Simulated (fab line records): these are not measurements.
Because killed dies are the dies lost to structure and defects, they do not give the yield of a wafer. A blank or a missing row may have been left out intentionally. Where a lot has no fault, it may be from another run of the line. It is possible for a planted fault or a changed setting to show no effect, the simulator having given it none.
Which tool did it? ; flow sfq line ; 7 lots, 21 wafers sampled, at 2 steps of a route of 325

## WHAT THE GAUGES READ, wafer by wafer
SFQ_I5_OVL_MEAS_936.
lot;measured;on;I5_OVL (nm)
L209;day 77 17:10;overlay-02;4 5 4
L211;day 78 15:56;overlay-01;3 2 3
L214;day 79 20:44;overlay-01;1 3 3
L217;day 81 03:17;overlay-01;3 4 8
L222;day 81 20:44;overlay-01;-2 9 -1
L224;day 82 00:20;overlay-01;4 -1 6
L226;day 85 22:47;overlay-01;1 -2 -1

## EACH LOT AND THE TOOL THAT RAN IT (in order: tool; ch and the chambers of the sampled wafers; start)
lot;SFQ_TRILAYER_A5B_CMP_CMP_130
L209;cmp-01 ch 0,3, day 71 23:25
L211;cmp-02 ch 0,2, day 73 12:14
L214;cmp-02 ch 0,1,2, day 75 01:28
L217;cmp-01 ch 0,2,3, day 76 16:01
L222;cmp-01 ch 0,2,3, day 77 06:13
L224;cmp-01 ch 0,1,2, day 77 10:12
L226;cmp-02 ch 1,3, day 77 13:43
- SFQ_TRILAYER_A5B_CMP_CMP_130: polishes, stops on Nb, target thk 340.7 nm.

## THE ANSWER, worked out from the rows above alone
Rule: the lots themselves supply what counts as usual. Put in order of their means at a reading, lots are off if they are a third of the lots or fewer, leave a main group of 4 or more, and stand apart from it by a gap of 3 or more times the standard deviation of the main group's means; of several such gaps the widest counts. Not used: any main group whose means are identical at the precision the tables above print for the reading. A lot without any number at a reading at which 4 lots or more have one is off too. All remaining lots with rows at the step are treated as sound.
None of the lots is off at any reading shown; this tells nothing.

## WHAT THE SIMULATOR HAD PUT IN
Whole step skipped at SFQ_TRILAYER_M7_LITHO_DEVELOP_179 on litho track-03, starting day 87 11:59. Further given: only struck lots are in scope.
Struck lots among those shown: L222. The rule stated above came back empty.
